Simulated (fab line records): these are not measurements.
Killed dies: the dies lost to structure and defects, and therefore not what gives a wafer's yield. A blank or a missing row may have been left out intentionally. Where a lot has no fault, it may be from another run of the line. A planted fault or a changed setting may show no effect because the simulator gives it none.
Code-filled problem report in 8D (eight disciplines) form / flow sky130 / the parts of the form that need people (team, actions taken, sign-off) are left out

== 1. WHAT IS WRONG ==
Wafers free of any fault read 14.11 ohm/sq (standard deviation 0.17) for LOCAL_INTERCONNECT_TIN_RS at SKY_LOCAL_INTERCONNECT_RS_MEAS_01, against a mean of 17.03 ohm/sq on 2 wafers of 2 lots. Measured from the usual mean, that is +17 standard deviations.
The step: measures by four-point-probe.
Seen first at day 33 09:19 on filmMetro-03, wafer L710.5. At this step, 30 wafers from 10 lots have a number in the record. By rule, "out" or "out of limits" means more than 4 standard deviations away from the usual mean. All remaining wafers that have a number are taken as sound.

== 2. WHAT IT IS AND WHAT IT IS NOT ==
question=which readings at this step | is=LOCAL_INTERCONNECT_TIN_RS | is not=-
question=which lots | is=L710, L713 | is not=L699, L702, L703, L704, L706, L711, L712, L720
question=which wafers of those lots | is=L710.5, L713.3 | is not=L710.1, L710.6, L713.2, L713.6
question=read on which gauges | is=filmMetro-03 | is not=filmMetro-02, filmMetro-04
question=when | is=from day 33 09:19 | is not=up to then (17 sound wafers); but 11 sound wafers of L711, L712, L713, L720 came after

== 3. SUSPECTS, AND WHAT RULES EACH OUT ==
Counting: any tool at a process step up to the reading remains a suspect provided it ran every lot that is out. Sound lots after the first of them don't rule it out here, since some wafers of a struck lot are sound.
- the gauge at SKY_LOCAL_INTERCONNECT_RS_MEAS_01 is ruled out. All the wafers that are out were read on filmMetro-03, but those of them that SKY_LOCAL_INTERCONNECT_METAL_ETCH_14 has rows for are out there too, on other tools.
- pvdSputter-02 at SKY_LI_CONTACT_SPUTTER_20 (material TiN, target thk 20 nm, time 80 s): kept. It ran every lot that is out, first L710 (day 33 08:35).
- pvdSputter-04 at SKY_LOCAL_INTERCONNECT_SPUTTER_00 (material TiN, target thk 100 nm, time 83.3 s): kept. It processed each lot that is out (first: L710, day 33 09:16); up to then, its last sound lot is L706 (day 31 21:41).
What counting leaves: pvdSputter-02 at SKY_LI_CONTACT_SPUTTER_20 and pvdSputter-04 at SKY_LOCAL_INTERCONNECT_SPUTTER_00.

== 4. THE CAUSE (what the simulator had put in) ==
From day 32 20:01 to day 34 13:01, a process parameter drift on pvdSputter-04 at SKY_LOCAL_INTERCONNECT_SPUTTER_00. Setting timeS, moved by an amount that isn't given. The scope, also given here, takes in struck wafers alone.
2 suspects survive the count, and this tool is in that group.

== 5. THE EFFECT CHAIN, in route order ==
Each row: a reading whose mean over the struck wafers that have a number lies more than 3 standard deviations from the usual. Scope: only readings with a usual standard deviation given in the record; hours: median across lots of the time from each lot's start at the first step in this table that gives one to its start at this step; sigmas: change in usual standard deviations.
hours=0; step=SKY_LOCAL_INTERCONNECT_RS_MEAS_01; reading=LOCAL_INTERCONNECT_TIN_RS; usual=14.11 ohm/sq; on struck wafers=17.03; change=+2.92; sigmas=+17
hours=0; step=SKY_LOCAL_INTERCONNECT_THK_MEAS_02; reading=LOCAL_INTERCONNECT_TIN_THK; usual=99.7 nm; on struck wafers=83.9; change=-15.8; sigmas=-12
hours=27; step=SKY_LOCAL_INTERCONNECT_METAL_ETCH_14; reading=oesProductAu; usual=0.942 a.u.; on struck wafers=0.851; change=-0.091; sigmas=-11
hours=27; step=SKY_LOCAL_INTERCONNECT_METAL_ETCH_14; reading=throttleValvePct; usual=21.900 %; on struck wafers=21.953; change=+0.053; sigmas=+5.4
Its process steps:
- SKY_LOCAL_INTERCONNECT_METAL_ETCH_14: etches TiN in Cl2/BCl3, stops on PSG, target depth 110 nm, time 31.4 s.
At these later measuring or inspecting steps, every struck wafer for which the step has a row has a number for every such reading, and none has moved that far: SKY_CONTACT_THK_MEAS_03.

== 6. WHAT WOULD HAVE CAUGHT IT SOONER ==
The first out-of-limits reading at a measuring or inspecting step in this record came at day 33 09:19, 13 hours after the fault's start at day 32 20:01.
Of the tool readings at SKY_LOCAL_INTERCONNECT_SPUTTER_00 for which the record gives a usual standard deviation, none was out on any struck wafer, so an alarm limit of 4 standard deviations on them would not have fired.
Of the lots that are out (2), L713 began SKY_LOCAL_INTERCONNECT_SPUTTER_00 on pvdSputter-04 after day 33 09:19. Had the tool been put on hold then, it would have been spared.
